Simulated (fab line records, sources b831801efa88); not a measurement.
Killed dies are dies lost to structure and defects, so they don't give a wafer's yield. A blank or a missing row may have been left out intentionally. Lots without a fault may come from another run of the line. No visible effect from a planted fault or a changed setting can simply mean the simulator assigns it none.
Chamber matching :: flow gf180mcu :: GF_STI_ETCH_14 on rie si-02 has 4 sister chambers
The step etches Si in HBr/Cl2/O2, target depth 360 nm, time 102.9 s. 4 wafers are shown with their chamber, then 8 later ones without.

== WAFERS PAIRED WITH THEIR CHAMBERS ==
wafer: L252.4
chamber: 3
drypump motor current A (A): 6.5

wafer: L257.2
chamber: 2
drypump motor current A (A): 5.1

wafer: L257.3
chamber: 0
drypump motor current A (A): 5.5

wafer: L260.2
chamber: 1
drypump motor current A (A): 5.8

== WAFERS MISSING THEIR CHAMBER ==
wafer: L260.4
drypump motor current A (A): 6.4

wafer: L260.5
drypump motor current A (A): 5.1

wafer: L262.1
drypump motor current A (A): 5.5

wafer: L262.2
drypump motor current A (A): 5.1

wafer: L262.5
drypump motor current A (A): 5.5

wafer: L269.4
drypump motor current A (A): 6.4

wafer: L269.5
drypump motor current A (A): 6.4

wafer: L269.6
drypump motor current A (A): 5.2

== CHAMBER TAKEN BY EACH ==
wafer: L260.4
from the rows above: 3
in truth: 3

wafer: L260.5
from the rows above: 2
in truth: 2

wafer: L262.1
from the rows above: 0
in truth: 0

wafer: L262.2
from the rows above: 2
in truth: 2

wafer: L262.5
from the rows above: 0
in truth: 0

wafer: L269.4
from the rows above: 3
in truth: 3

wafer: L269.5
from the rows above: 3
in truth: 3

wafer: L269.6
from the rows above: 2
in truth: 2
Correctly placed: 8 of 8. Left unplaced by these rows: 0. Number placed wrongly: 0.
How it was worked out, from the rows above alone: a wafer's distance from a chamber is the root of the sum, over the readings, of the square of ((its reading less the chamber's mean) divided by the reading's scatter). If the next closest chamber is less than 2 further off than the closest, the wafer can't be placed; otherwise it belongs to the closest. The mean given for a chamber averages the wafers shown for that chamber. The scatter: root of mean squared gap, hidden wafer to nearest shown wafer, with one shown wafer a chamber.
